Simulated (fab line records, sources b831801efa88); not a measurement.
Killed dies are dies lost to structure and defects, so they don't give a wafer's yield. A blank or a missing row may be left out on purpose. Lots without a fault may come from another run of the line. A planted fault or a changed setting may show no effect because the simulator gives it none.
A struck lot beside a sound one | flow sky130 | 18 steps out of a route of 708
Sound: wafers L436.2, L436.3, L436.5. Struck: wafer L449.1. (L449.4, L449.6 of the same lot were not struck and are left out.) The cause comes at the end.
At each step with rows: each side's tool, then ch and its chambers, then its first start. Under that, the readings that differ: sound wafers | struck wafers | difference of the means | sigmas: that difference in standard deviations of wafers without a fault.
alike: readings whose means differ by less than 2 such deviations, and words and numbers that are the same on both sides. not compared: withheld readings, readings that some wafer has no value for, bounds like >300 that may hide the same value, and numbers for which the record gives no deviation and whose values overlap.
The two part at a step that has a row with sigmas, a row that says differs or no value, or rows on one side only. Numbers that don't overlap but have no deviation are shown without sigmas and don't part them. A reading that every wafer of one side lacks parts them only if that side has two wafers or more.

first, 5 steps without rows for these wafers: SKY_CONTACT_ETCH_18 (etches Si3N4 in CHF3/O2, stops on TiN, time 39 s, target depth 75 nm); SKY_CONTACT_STRIP_19 (strips in O2/N2); SKY_CONTACT_STRIP_20 (strips in post etch residue remover, time 1200 s); SKY_CONTACT_CLEAN_21 (cleans in IPA, time 180 s); SKY_CONTACT_CLEAN_22 (cleans in O3/DIW).
SKY_CONTACT_SPUTTER_23: material TiN, target thk 20 nm, time 80 s.
  sound on pvd_sputter-02, day 31 20:02; struck on pvd_sputter-01, day 35 23:20
  alike: cathode_dc_power_W, throttle_valve_pct
SKY_CONTACT_CVD_24: deposits W, target thk 340 nm, time 102.12 s.
  sound on cvd_w-01 ch 0, day 31 20:06; struck on cvd_w-01 ch 1, day 35 23:23
  alike: heater_power_w
  not compared: since_wet_clean_h
SKY_CONTACT_RS_MEAS_25: measures by four-point-probe.
  sound on film_metro-01, day 31 20:14; struck on film_metro-01, day 35 23:30
  reading               | sound             | struck | difference | sigmas
  CONTACT_W_RS (ohm/sq) | 0.332 0.331 0.333 | 0.343  | +0.011     | +3
SKY_CONTACT_THK_MEAS_26: measures by xrf.
  sound on film_metro-01, day 31 20:20; struck on film_metro-01, day 35 23:37
  alike: CONTACT_W_THK
then, 2 steps without rows for these wafers: SKY_CONTACT_CMP_27 (polishes, stops on SiO2, t overpolish 15 s, target thk 0 nm); SKY_METAL1_SPUTTER_00 (material Ti, target thk 15 nm, time 10 s).
SKY_METAL1_SPUTTER_01: material TiN, target thk 20 nm, time 16.7 s.
  sound on pvd_sputter-01, day 31 20:43; struck on pvd_sputter-04, day 36 00:01
  alike: cathode_dc_power_W, throttle_valve_pct
SKY_METAL1_SPUTTER_02: material AlCu, target thk 250 nm, time 13.3 s.
  sound on pvd_sputter-01, day 31 20:44; struck on pvd_sputter-04, day 36 00:03
  reading                                     | sound             | struck | difference | sigmas
  cathode_dc_power_W (W)                      | 10601 10598 10602 | 11615  | +1015      | +99 or more
  model.AlCu_of_METAL1_SPUTTER_02.thk_nm (nm) | 245.9 253.9 251.1 | 269.6  | +19.3      |
  alike: throttle_valve_pct
SKY_METAL1_SPUTTER_03: material Ti, target thk 5 nm, time 3.3 s.
  sound on pvd_sputter-01, day 31 20:46; struck on pvd_sputter-04, day 36 00:04
  alike: cathode_dc_power_W, throttle_valve_pct
SKY_METAL1_SPUTTER_04: material TiN, target thk 70 nm, time 58.3 s.
  sound on pvd_sputter-01, day 31 20:47; struck on pvd_sputter-04, day 36 00:05
  alike: cathode_dc_power_W, throttle_valve_pct
SKY_METAL1_RS_MEAS_05: measures by four-point-probe.
  sound on film_metro-02, day 31 20:51; struck on film_metro-01, day 36 00:26
  reading                 | sound                | struck | difference | sigmas
  METAL1_ALCU_RS (ohm/sq) | 0.1290 0.1251 0.1262 | 0.1172 | -0.0096    | -5
  not compared: hold
SKY_METAL1_THK_MEAS_06: measures by xrf.
  sound on film_metro-02, day 31 20:58; struck on film_metro-01, day 36 02:56
  reading              | sound       | struck | difference | sigmas
  METAL1_ALCU_THK (nm) | 242 251 247 | 268    | +21        | +5
  not compared: hold
-- the record jumps here: 13 days lie between the struck wafers' starts before and after (it left off in module METAL1 and takes up again in module PAD_OPEN, whose first step shown is number 708 of the route) --
SKY_PAD_OPEN_PROBE_99:
  sound on prober-02, day 45 23:11; struck on prober-01, day 49 05:26
  reading                      | sound                | struck | difference | sigmas
  sort_bin_3_pad_short (%)     | 0.4 0.6 1.0          | 1.6    | +0.9       | +2
  model.etest.met1.line_ohm_um | 0.9387 0.8933 0.8967 | 0.8054 | -0.1042    |
  model.etest.met1.rs_ohm_sq   | 0.131 0.1276 0.1278  | 0.1181 | -0.0107    |
  alike: defect_limited_yield, killed_at_M0_to_M3, killed_at_M4_up, killed_at_contacts, killed_at_front_end, killed_at_other, killed_dies, killed_open, killed_short, sort_bin_5_function, sort_bin_6_memory, sort_n_pass, sort_yield_pct

WHERE THEY PART
First at SKY_CONTACT_RS_MEAS_25; last, within this record, at SKY_PAD_OPEN_PROBE_99.

WHY: what the simulator had put in
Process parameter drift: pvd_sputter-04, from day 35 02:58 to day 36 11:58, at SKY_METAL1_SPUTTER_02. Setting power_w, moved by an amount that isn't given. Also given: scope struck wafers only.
